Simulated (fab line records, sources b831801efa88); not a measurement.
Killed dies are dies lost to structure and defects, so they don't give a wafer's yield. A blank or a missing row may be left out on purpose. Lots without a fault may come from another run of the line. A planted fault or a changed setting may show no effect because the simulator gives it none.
Problem report in the 8D (eight disciplines) form, filled by code | flow gf180mcu | the parts of the form that need people (team, actions taken, sign-off) are left out

1. THE PROBLEM
V4_CVD_02_THK at GF_V4_THK_MEAS_03 reads a mean of 752 nm on 2 wafers of 2 lots; wafers without a fault read 852 nm with a standard deviation of 12. That is -8.3 standard deviations from the usual mean.
First seen on wafer L948.1, day 26 13:12, on film_metro-03. The record holds 33 wafers of 11 lots with a number at this step. Rule for "out", or "out of limits": more than 4 standard deviations from the usual mean. The other wafers with a number count as sound.

2. WHAT IT IS AND WHAT IT IS NOT
question                    | is                           | is not
which readings at this step | V4_CVD_02_THK                | -
which lots                  | L948, L949                   | L939, L940, L941, L947, L954, L955, L958, L961, L962
which wafers of those lots  | L948.1, L949.3               | L948.2, L948.4, L949.1, L949.6
read on which gauges        | film_metro-02, film_metro-03 | film_metro-04
when                        | from day 26 13:12            | up to then (14 sound wafers); but 17 sound wafers of L949, L954, L955, L958, L961, L962 came after

3. SUSPECTS, AND WHAT RULES EACH OUT
Counting: a tool at a process step up to the reading stays a suspect if it ran every lot that is out. Sound lots after the first of them don't rule it out here, since some wafers of a struck lot are sound.
- the gauge at GF_V4_THK_MEAS_03: ruled out. The wafers that are out were read on 2 gauges (film_metro-02, film_metro-03).
- pecvd-04 at GF_V4_CVD_02 (deposits SiO2 from TEOS, target thk 850 nm, time 94.851 s): kept. It ran every lot that is out, first L948 (day 26 13:08); its last sound lot up to then is L947 (day 26 10:35).
- Within pecvd-04 at GF_V4_CVD_02: the wafers that are out ran in chamber 0; their sound lot-mates ran in chambers 1, 2.
Left after counting: pecvd-04 at GF_V4_CVD_02.

4. THE CAUSE (what the simulator had put in)
Site profile drift: pecvd-04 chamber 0, from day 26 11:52 on, at GF_V4_CVD_02. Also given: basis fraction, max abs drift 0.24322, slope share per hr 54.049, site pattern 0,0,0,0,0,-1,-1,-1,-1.
Counting left only this tool.

5. THE CHAIN OF EFFECTS, in route order
Each row: a reading whose mean over the struck wafers that have a number lies more than 3 standard deviations from the usual. Only readings for which the record gives a usual standard deviation are gone through. hours: the time from each lot's start at the first step in this table that gives one to its start at this step, as a median over the lots. sigmas: the change in usual standard deviations.
hours | step              | reading        | usual      | on struck wafers | change | sigmas
0     | GF_V4_THK_MEAS_03 | V4_CVD_02_THK  | 852 nm     | 752              | -100   | -8.3
-     | GF_V4_ETCH_17     | oes_product_au | 0.856 a.u. | 0.778            | -0.078 | -15
The process steps in it:
- GF_V4_ETCH_17: etches SiO2 in C4F8/O2/Ar, stops on TiN, target depth 630 nm.

6. WHAT WOULD HAVE CAUGHT IT SOONER
In this record the first reading out of limits at a measuring or inspecting step was taken at day 26 13:12, 1 hour after the fault began at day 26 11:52.
Of the tool readings at GF_V4_CVD_02 for which the record gives a usual standard deviation, none was out on any struck wafer, so an alarm limit of 4 standard deviations on them would not have fired.
Of the lots that are out (2), L949 began GF_V4_CVD_02 on pecvd-04 after day 26 13:12. A hold on the tool at that time would have spared it.
